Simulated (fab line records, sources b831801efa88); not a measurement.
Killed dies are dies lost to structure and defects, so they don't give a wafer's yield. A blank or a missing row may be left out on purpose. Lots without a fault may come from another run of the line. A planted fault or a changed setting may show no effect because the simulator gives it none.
Split-lot experiment | flow sfq_line | 5 lots, 23 wafers read, on a route of 325 steps

THE SPLIT
At SFQ_TRILAYER_M5_LITHO_PEB_126 (peb time 60 s), the setting peb_time_s was moved away from the recipe's 60 s on 6 of the 23 wafers read, by -12.8% to +10.5%. The other wafers ran this setting at the recipe's value.

FROM THE SPLIT TO THE READING: what the file shows between them, 1 step
- SFQ_TRILAYER_M5_LITHO_DEVELOP_125: time 60 s

THE READING
M5.cd_nm (the simulator's own value, which no gauge read), in nm, at SFQ_TRILAYER_M5_BARC_OPEN_METAL_ETCH_161 (etches BARC in O2, target depth 125 nm, time 41.7 s). The file gives no usual value for it. The 17 wafers here that ran the recipe average 700.1 nm, standard deviation 1 nm.

wafer  | tool, chamber at the split | peb_time_s as run, s | against the recipe | M5.cd_nm, nm | against lot-mates on the recipe
L074.1 | litho_track-04, 0          | 60                   | recipe             | 700.5        | -
L074.5 | litho_track-04, 0          | 60                   | recipe             | 700.5        | -
L074.2 | litho_track-04, 0          | 52.34                | -12.8%             | 717.4        | +16.9
L074.3 | litho_track-04, 0          | 52.34                | -12.8%             | 718.9        | +18.4
L074.4 | litho_track-04, 0          | 52.34                | -12.8%             | 721.3        | +20.8
L077.1 | litho_track-04, 0          | 60                   | recipe             | 701.1        | -
L077.3 | litho_track-04, 0          | 60                   | recipe             | 701.2        | -
L077.4 | litho_track-04, 0          | 60                   | recipe             | 700          | -
L077.5 | litho_track-04, 0          | 60                   | recipe             | 700.5        | -
L077.6 | litho_track-04, 0          | 60                   | recipe             | 700.7        | -
L078.1 | litho_track-04, 0          | 60                   | recipe             | 700.6        | -
L078.2 | litho_track-04, 0          | 60                   | recipe             | 699.1        | -
L078.3 | litho_track-04, 0          | 60                   | recipe             | 700.7        | -
L078.5 | litho_track-04, 0          | 60                   | recipe             | 700.2        | -
L078.6 | litho_track-04, 0          | 60                   | recipe             | 701.3        | -
L080.2 | litho_track-03, 0          | 60                   | recipe             | 697.7        | -
L080.5 | litho_track-03, 0          | 60                   | recipe             | 699.9        | -
L080.6 | litho_track-03, 0          | 60                   | recipe             | 697.6        | -
L083.1 | litho_track-03, 0          | 66.28                | +10.5%             | 685.7        | -14.4
L083.2 | litho_track-03, 0          | 66.28                | +10.5%             | 686.6        | -13.5
L083.3 | litho_track-03, 0          | 66.28                | +10.5%             | 685.8        | -14.3
L083.5 | litho_track-03, 0          | 60                   | recipe             | 699.6        | -
L083.6 | litho_track-03, 0          | 60                   | recipe             | 700.6        | -

THE FIT
A straight line over all 23 wafers: M5.cd_nm changes by -1.43 nm for each +1% of peb_time_s; r = -0.99; the points scatter about the line by 1.2 nm.
The same after taking each lot's own level away (the mean of its wafers on the recipe; 23 wafers): -1.41 nm for each +1%; r = -0.99; scatter 0.92 nm.
On that fit, the largest move of peb_time_s shifts the reading by 18 nm.
The lots' own levels span 698.40 to 700.70 nm, that is 2.2 times the standard deviation above.
So the lot-to-lot level changes the slope little: the two slopes agree.
Check: with one of the wafers moved furthest among these (-12.8%) left out of the fit, the line predicts +18.7 nm for it against its lot-mates. It came out at +16.9 nm against them.

OTHER SPLITS ON THESE WAFERS
These wafers also went through other splits before the reading. Each is held against what the fit with the lots' levels taken away leaves over:
other split on the same wafers                    | wafers away from the commonest value | r with M5.cd_nm (lot level and that fit taken away)
SFQ_TRILAYER_I4_CMP_CMP_100 leave_above_ref_nm    | 6                                    | +0.05
SFQ_TRILAYER_I4_VIA_LITHO_PEB_106 peb_time_s      | 8                                    | -0.04
SFQ_TRILAYER_I4_VIA_BARC_OPEN_VIA_ETCH_146 time_s | 3                                    | +0.25
SFQ_TRILAYER_JJ_CE_LITHO_COAT_114 spin_rpm        | 11                                   | +0.03
SFQ_TRILAYER_JJ_CE_BARC_OPEN_RIE_150 icp_w        | 7                                    | -0.24
SFQ_TRILAYER_M5_LITHO_COAT_123 spin_rpm           | 10                                   | -0.06

THE FILE'S OWN FIT
M5.cd_nm changes by -1.42 nm for each +1% of peb_time_s, r = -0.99.
